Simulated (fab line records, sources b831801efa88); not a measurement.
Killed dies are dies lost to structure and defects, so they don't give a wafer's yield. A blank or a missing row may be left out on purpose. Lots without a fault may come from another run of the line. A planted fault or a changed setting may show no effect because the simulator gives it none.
A struck lot beside a sound one | flow sky130 | 15 steps out of a route of 708
Sound: wafers L612.2, L612.4, L612.5. Struck: wafers L623.1, L623.2, L623.4. The cause comes at the end.
At each step with rows: each side's tool, then ch and its chambers, then its first start. Under that, the readings that differ: sound wafers | struck wafers | difference of the means | sigmas: that difference in standard deviations of wafers without a fault.
alike: readings whose means differ by less than 2 such deviations, and words and numbers that are the same on both sides. not compared: withheld readings, readings that some wafer has no value for, bounds like >300 that may hide the same value, and numbers for which the record gives no deviation and whose values overlap.
The two part at a step that has a row with sigmas, a row that says differs or no value, or rows on one side only. Numbers that don't overlap but have no deviation are shown without sigmas and don't part them. A reading that every wafer of one side lacks parts them only if that side has two wafers or more.

SKY_VIA3_CD_MEAS_12: target cd 200 nm.
  sound on cd_sem-01, day 40 08:58; struck on cd_sem-02, day 43 19:31
  alike: cd_nm
SKY_VIA3_OVL_MEAS_13:
  sound on overlay-01, day 40 09:04; struck on overlay-02, day 43 19:38
  alike: VIA3_OVL
then, 1 step without rows for these wafers: SKY_VIA3_ETCH_14 (etches BARC in N2/H2, stops on SiO2, time 45.9 s, target depth 60 nm).
SKY_VIA3_ETCH_15: etches SiO2 in C4F8/O2/Ar, stops on TiN, target depth 507 nm, time 78 s.
  sound on rie_diel-01 ch 0,1,2, day 40 09:09; struck on rie_diel-01 ch 1,2,3, day 43 19:43
  alike: oes_product_au, rf_fwd_power_W
  not compared: rf_hours_counter_h
SKY_VIA3_STRIP_16: strips in O2/N2.
  sound on plasma_asher-03 ch 0,1, day 40 09:13; struck on plasma_asher-01 ch 0,1, day 43 19:46
  alike: drypump_motor_current_A, oes_product_au, strip_time_to_endpoint_s
  not compared: rf_hours_counter_h
then, 3 steps without rows for these wafers: SKY_VIA3_STRIP_17 (strips in post etch residue remover, time 1200 s); SKY_VIA3_CLEAN_18 (cleans in IPA, time 180 s); SKY_VIA3_CLEAN_19 (cleans in O3/DIW).
SKY_VIA3_SPUTTER_20: material TiN, target thk 20 nm, time 80 s.
  sound on pvd_sputter-04, day 40 09:49; struck on pvd_sputter-01, day 43 20:22
  alike: throttle_valve_pct
SKY_VIA3_CVD_21: deposits W, target thk 390 nm, time 117.31 s.
  sound on cvd_w-01 ch 0, day 40 09:52; struck on cvd_w-01 ch 0,1, day 43 20:25
  alike: chamber_pressure_Torr, heater_power_outer_w, heater_power_w
SKY_VIA3_RS_MEAS_22: measures by four-point-probe.
  sound on film_metro-03, day 40 10:01; struck on film_metro-04, day 43 20:32
  alike: VIA3_W_RS
SKY_VIA3_THK_MEAS_23: measures by xrf.
  sound on film_metro-03, day 40 10:07; struck on film_metro-04, day 43 20:40
  alike: VIA3_W_THK
SKY_VIA3_CMP_24: polishes, stops on SiO2, t overpolish 20 s, target thk 0 nm.
  sound on cmp-02 ch 1,2,3, day 40 10:13; struck on cmp-02 ch 0,2,3, day 43 20:43
  reading                | sound             | struck            | difference | sigmas
  platen_rpm (rpm)       | 60.06 60.09 59.96 | 53.97 54.00 54.00 | -6.05      | -99 or more
  time_to_endpoint_s (s) | 84 94 86          | 105 107 116       | +21        | +4
  alike: motor_current_A, overpolish_run_s, retaining_ring_pressure_frac
SKY_METAL4_SPUTTER_00: material Ti, target thk 15 nm, time 10 s.
  sound on pvd_sputter-03, day 40 10:28; struck on pvd_sputter-01, day 43 21:01
  alike: throttle_valve_pct
-- the record jumps here: 5 days lie between the struck wafers' starts before and after (it left off in module METAL4 and takes up again in module PAD_OPEN, whose first step shown is number 708 of the route) --
SKY_PAD_OPEN_PROBE_99:
  the record has rows for the struck wafers here (prober-01, day 49 01:58) and none for the sound ones

WHERE THEY PART
First at SKY_VIA3_CMP_24; last, within this record, at SKY_PAD_OPEN_PROBE_99.

WHY: what the simulator had put in
Process parameter drift: cmp-02, from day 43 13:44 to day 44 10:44, at SKY_VIA3_CMP_24. Setting platen_rpm, moved by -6, from 60. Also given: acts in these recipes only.
